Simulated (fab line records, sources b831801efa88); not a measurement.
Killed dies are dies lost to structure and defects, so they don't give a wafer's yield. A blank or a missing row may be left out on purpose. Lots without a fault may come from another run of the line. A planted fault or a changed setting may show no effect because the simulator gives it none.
One fault seen from 2 desks | flow gf180mcu | each desk has only its own numbers; what lay behind them comes last

THE TOOL OWNER'S DESK: litho_track-04
The tool's own readings at GF_HV_LDD_COAT_26 (resist thk 1000 nm): means of the sampled wafers that have a number, for each lot that ran on this tool. A lot is out of limits, marked OUT, if its mean lies more than 4 standard deviations from the usual mean; the brackets give that distance.
Columns: A = spin_speed_rpm at GF_HV_LDD_COAT_26, usual 3000.2 rpm
lot  | first seen here | A
L739 | day 11 16:33    | 2999.3
L749 | day 14 20:34    | 3001.0
L751 | day 15 08:24    | 2998.2
L754 | day 16 08:39    | 3090.4 (+43) OUT
L756 | day 16 20:39    | 3090.1 (+43) OUT
This desk's finding: out of limits on L754, L756; first on L754, day 16 08:39 (spin_speed_rpm at GF_HV_LDD_COAT_26). In limits: L739, L749, L751.

THE METROLOGY DESK
What the gauges read, lot by lot, whatever tool the lot ran on: means of the sampled wafers that have a number. A lot is out of limits, marked OUT, if its mean lies more than 4 standard deviations from the usual mean; the brackets give that distance.
Columns: A = CONTACT_W_THK at GF_CONTACT_THK_MEAS_26, usual 286 nm; B = M1_ALCU_RS at GF_M1_RS_MEAS_05, usual 0.0697 ohm/sq
lot  | first seen here | A   | B
L738 | day 16 09:46    | 286 | 0.0692
L740 | day 16 18:10    | 287 | 0.0694
L739 | day 16 20:35    | 288 | 0.0703
L748 | day 20 04:42    | 290 | 0.0704
L749 | day 20 12:38    | 295 | 0.0690
L751 | day 21 01:41    | 286 | 0.0706
L752 | day 21 05:24    | 289 | 0.0698
L753 | day 21 18:05    | 283 | 0.0709
L754 | day 22 01:02    | 285 | 0.0692
L755 | day 22 11:59    | 288 | 0.0687
L756 | day 22 16:51    | 284 | 0.0700
L761 | day 24 05:47    | 284 | 0.0705
This desk's finding: nothing out of limits on any of the 12 lots.

PUT TOGETHER
The tool owner's desk could have raised an alarm at day 16 08:39, on L754, L756.
The metrology desk saw nothing out of limits.
The metrology desk has L754, L756 on record, within its limits.
Of the lots named, all ran GF_HV_LDD_COAT_26 on litho_track-04.

WHAT THE SIMULATOR HAD PUT IN
Process parameter drift: litho_track-04, from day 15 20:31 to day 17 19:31, at GF_HV_LDD_COAT_26. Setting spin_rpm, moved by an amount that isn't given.
Lots struck among those shown: L754, L756.
Hours from the fault's start to each desk's first reading out of limits: the tool owner's desk, 12.
